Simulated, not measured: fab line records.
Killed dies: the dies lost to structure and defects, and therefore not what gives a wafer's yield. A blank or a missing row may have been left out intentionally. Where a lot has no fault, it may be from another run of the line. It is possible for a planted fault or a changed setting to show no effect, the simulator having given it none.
A struck lot beside a sound one | flow sky130 | 18 steps out of a route of 708
Sound: wafers L501.1, L501.5, L501.6. Wafers L500.2, L500.5, L500.6 were the ones struck. The cause comes at the end.
Order at every step that has rows: each side's tool, ch and its chambers, its first start. Under that, the readings that differ: sound wafers | struck wafers | difference of the means | sigmas: that difference in standard deviations of wafers without a fault.
alike: readings whose means differ by less than 2 such deviations, and words and numbers that are the same on both sides. not compared: withheld readings, readings that some wafer has no value for, bounds like >300 that may hide the same value, and numbers for which the record gives no deviation and whose values overlap.
The two part at a step that has a row with sigmas, a row that says differs or no value, or rows on one side only. Numbers that have no deviation but don't overlap get no sigmas and don't part them. Lack of a reading on every wafer of one side parts them only where that side has two or more wafers.

first, 5 steps without rows for these wafers: SKY_SD_N_COAT_02 (resist thk 1140 nm); SKY_SD_N_SOFTBAKE_03 (time 60 s); SKY_SD_N_EXPOSE_04 (exposes mask NSDM, target cd 380 nm); SKY_SD_N_PEB_05; SKY_SD_N_DEVELOP_06 (develop time 60 s).
SKY_SD_N_CD_MEAS_07: target cd 380 nm.
  sound: cdSem-01 at day 30 10:42; struck: cdSem-02 at day 29 19:31
  alike: cdNm
SKY_SD_N_OVL_MEAS_08:
  sound: overlay-02 at day 30 10:49; struck: overlay-02 at day 29 19:38
reading       | sound       | struck         | difference | sigmas
SD_N_OVL (nm) | 3.2 4.0 3.6 | -1.4 -1.3 -0.1 | -4.5       | -2
then, 2 steps without rows for these wafers: SKY_SD_N_IMPLANT_09; SKY_SD_N_IMPLANT_10.
SKY_SD_N_STRIP_11: strips in O2/N2.
  sound on plasmaAsher-02 ch 0,1, day 30 11:10; struck on plasmaAsher-01 ch 0,1, day 29 19:58
  alike: drypumpMotorCurrentA, oesProductAu, stripTimeToEndpointS
  not compared: rfHoursCounterH
SKY_SD_N_TW_MEAS_12:
  sound: filmMetro-03 at day 30 11:16; struck: filmMetro-02 at day 29 20:04
reading | sound          | struck         | difference | sigmas
SD_N_TW | 4073 4066 4096 | 3987 3989 4003 | -85        | -2
then, 1 step without rows for these wafers: SKY_SD_N_CLEAN_13 (cleans in SC1/SC2, time 150 s).
SKY_SD_N_RTA_14: time 2 s.
  sound on rtpAnneal-01 ch 0, day 30 11:22; struck on rtpAnneal-02 ch 0, day 29 20:12
reading          | sound                | struck               | difference | sigmas
lampPowerPct (%) | 15.72 15.83 15.74    | 16.77 16.82 16.82    | +1.04      | +19
wafer_temp_C_max | 1078.1 1079.2 1079.6 | 1124.2 1124.9 1124.7 | +45.6      | +38
SKY_SD_N_RS_MEAS_16: measures by four-point-probe.
  sound: filmMetro-02 at day 30 11:32; struck: filmMetro-03 at day 29 20:23
reading          | sound             | struck            | difference | sigmas
SD_N_RS (ohm/sq) | 68.05 68.17 68.22 | 59.90 59.87 59.75 | -8.31      | -49
SKY_SD_N_RS_MEAS_17: measures by four-point-probe.
  sound: filmMetro-02 at day 30 11:40; struck: filmMetro-03 at day 29 20:31
reading          | sound             | struck            | difference | sigmas
SD_P_RS (ohm/sq) | 145.7 145.9 146.0 | 104.7 104.8 104.7 | -41.1      | -88
SKY_SD_N_RS_MEAS_18: measures by four-point-probe.
  sound: filmMetro-02 at day 30 11:47; struck: filmMetro-03 at day 29 20:38
  alike: RES_XHIGH_RS
then, 1 step without rows for these wafers: SKY_SALICIDE_CLEAN_00 (cleans in HF-last, time 30 s).
-- the record jumps here: 17 days lie between the struck wafers' starts before and after (it left off in module SALICIDE and takes up again in module PAD_OPEN, whose first step shown is number 708 of the route) --
SKY_PAD_OPEN_PROBE_99:
  sound: prober-01 at day 47 14:14; struck: prober-02 at day 47 04:47
  no value came back on the struck wafers for any of 8 readings (model.etest.resXhighPo.lineOhmUm, model.etest.resXhighPo.rsOhmSq and others); on the sound wafers model.etest.resXhighPo.lineOhmUm reads 5394 5375 5420
  alike: killed_at_M0_to_M3, killed_at_M4_up, killedAtContacts, killedAtFrontEnd, killedAtOther, killedDies, killedOpen, killedShort

## WHERE THEY PART
First at SKY_SD_N_OVL_MEAS_08; last, within this record, at SKY_PAD_OPEN_PROBE_99.

WHY: the cause the simulator had injected
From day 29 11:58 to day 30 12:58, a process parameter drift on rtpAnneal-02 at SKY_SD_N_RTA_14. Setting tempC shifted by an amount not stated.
